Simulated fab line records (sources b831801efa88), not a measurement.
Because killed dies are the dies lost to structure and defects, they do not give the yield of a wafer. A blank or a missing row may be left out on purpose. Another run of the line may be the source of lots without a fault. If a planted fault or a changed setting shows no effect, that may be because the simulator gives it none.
A lot that was struck, set against a sound lot | flow sky130 | 15 steps out of a route of 708
Sound: wafers L182.1, L182.2, L182.5. Wafers L189.1, L189.2, L189.6 were the ones struck. The cause is given at the end.
Order at every step that has rows: each side's tool, ch and its chambers, its first start. Under that, the readings that differ: sound wafers | struck wafers | difference of the means | sigmas: that difference in standard deviations of wafers without a fault.
alike: readings with means less than 2 such deviations apart, plus words and numbers identical on both sides. not compared: withheld readings, readings lacking a value on some wafer, bounds such as >300 that could conceal the same value, and numbers that have no deviation in the record and whose values overlap.
The two part at a step that has a row with sigmas, a row that says differs or no value, or rows on one side only. Numbers that have no deviation but don't overlap get no sigmas and don't part them. Lack of a reading on every wafer of one side parts them only where that side has two or more wafers.

first, 8 steps without rows for these wafers: SKY_POLY_GATE_DEHYDRATE_05 (time 60 s); SKY_POLY_GATE_HMDS_06 (prime time 60 s); SKY_POLY_GATE_COAT_07 (resist thk 110 nm); SKY_POLY_GATE_COAT_08 (resist thk 450 nm); SKY_POLY_GATE_SOFTBAKE_09 (time 90 s); SKY_POLY_GATE_EXPOSE_10 (exposes mask P1M, target cd 150 nm); SKY_POLY_GATE_PEB_11; SKY_POLY_GATE_DEVELOP_12 (develop time 60 s).
SKY_POLY_GATE_CD_MEAS_13 targets a cd of 150 nm.
  sound: cd sem-01 at day 21 02:41; struck: cd sem-02 at day 24 09:01
  reading    | sound             | struck            | difference | sigmas
  cd nm (nm) | 148.2 146.9 147.4 | 151.1 150.7 151.5 | +3.6       | +3
SKY_POLY_GATE_OVL_MEAS_14:
  sound: overlay-02 at day 21 02:49; struck: overlay-02 at day 24 09:08
  alike: POLY_GATE_OVL
SKY_POLY_GATE_ETCH_15: etches BARC in N2/H2, stops on SiO2, time 118.5 s, target depth 110 nm.
  sound on rie diel-01 ch 2,3, day 21 02:50; struck on rie diel-01 ch 1,2, day 24 09:11
  reading    | sound                | struck            | difference | sigmas
  bias w (W) | 100.57 100.59 100.16 | 99.66 99.55 99.90 | -0.74      | -3
  alike: chamber pressure mTorr, drypump motor current A, oes product au, throttle valve pct
  not compared: rf hours counter h
SKY_POLY_GATE_ETCH_16: etches Si3N4 in CH3F/O2, stops on poly-Si, time 147.5 s, target depth 75 nm.
  sound on rie diel-01 ch 2,3, day 21 02:56; struck on rie diel-01 ch 1,2, day 24 09:16
  alike: O2_flow_sccm, bias w, drypump motor current A, oes product au, throttle valve pct
  not compared: rf hours counter h
SKY_POLY_GATE_ETCH_17: etches poly-Si in HBr/Cl2, stops on SiO2, target depth 180 nm, time 70.5 s.
  sound on rie si-01 ch 0,2,3, day 21 03:01; struck on rie si-02 ch 0,2,3, day 24 09:22
  no value came back on the struck wafers for any of 5 readings (HBr_flow_sccm (sccm), bias w (W) and others); on the sound wafers HBr_flow_sccm (sccm) reads 149.4 150.3 150.0
  reading                                          | sound             | struck            | difference | sigmas
  model.KrF-thick_of_POLY_GATE_COAT_08.thk nm (nm) | 143.5 139.7 143.9 | 230.3 230.3 231.7 | +88.4      |
  not compared: rf hours counter h
SKY_POLY_GATE_STRIP_18: strips in O2/N2.
  sound on plasma asher-01 ch 0,1, day 21 03:05; struck on plasma asher-01 ch 0,1, day 24 09:25
  reading                      | sound             | struck            | difference | sigmas
  oes product au (a.u.)        | 0.362 0.355 0.360 | 0.402 0.404 0.405 | +0.045     | +10
  strip time to endpoint s (s) | 3.19 3.16 3.21    | 4.15 4.14 4.16    | +0.96      | +23
  alike: drypump motor current A
  not compared: rf hours counter h
then, 1 step without rows for these wafers: SKY_POLY_GATE_CLEAN_19 (cleans in SC1/SC2, time 150 s).

## WHERE THEY PART
Earliest at SKY_POLY_GATE_CD_MEAS_13; latest, in this record, at SKY_POLY_GATE_STRIP_18.

WHY: what had been put in by the simulator
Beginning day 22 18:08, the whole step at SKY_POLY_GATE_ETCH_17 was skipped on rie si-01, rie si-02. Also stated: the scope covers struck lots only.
